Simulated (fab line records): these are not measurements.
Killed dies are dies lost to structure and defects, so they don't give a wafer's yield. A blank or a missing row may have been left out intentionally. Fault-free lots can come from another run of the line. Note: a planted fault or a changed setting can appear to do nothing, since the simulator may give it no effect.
Which of the tools did it?    flow gf180mcu    7 lots, 21 wafers sampled, at 1 step of a route of 602

== WHAT THE GAUGES SHOWED, per wafer ==
GF_V1_THK_MEAS_25: measures by xrf.
lot   measured      on             V1_W_THK (nm)
L817  day 18 10:49  film_metro-02  355 360 351
L819  day 19 06:19  film_metro-04  364 356 367
L821  day 20 00:50  film_metro-02  354 351 358
L825  day 21 20:51  film_metro-03  361 355 359
L827  day 22 15:56  film_metro-02  353 354 357
L829  day 23 07:23  film_metro-03  358 358 353
L836  day 25 12:10  film_metro-03  360 356 359

== EACH LOT AND THE TOOL THAT RAN IT (in order: tool; ch and the chambers of the sampled wafers; start) ==
The record shows no process step preceding these readings.

== THE ANSWER, worked out from the rows above alone ==
Rule: the usual values come from the lots themselves. The widest of any qualifying gaps counts: lots, ordered by their means at a reading, are off when they make up no more than a third of the lots, leave a main group of 4 or more, and stand apart from it by 3 or more times the standard deviation of that group's means. Not used: any main group whose means are identical at the precision the tables above print for the reading. Also off: a lot with no number at a reading for which 4 or more lots have one. Any other lot the step has rows for is counted as sound.
No lot is off at any reading shown: from this, nothing can be told.

== WHAT THE SIMULATOR HAD PUT IN ==
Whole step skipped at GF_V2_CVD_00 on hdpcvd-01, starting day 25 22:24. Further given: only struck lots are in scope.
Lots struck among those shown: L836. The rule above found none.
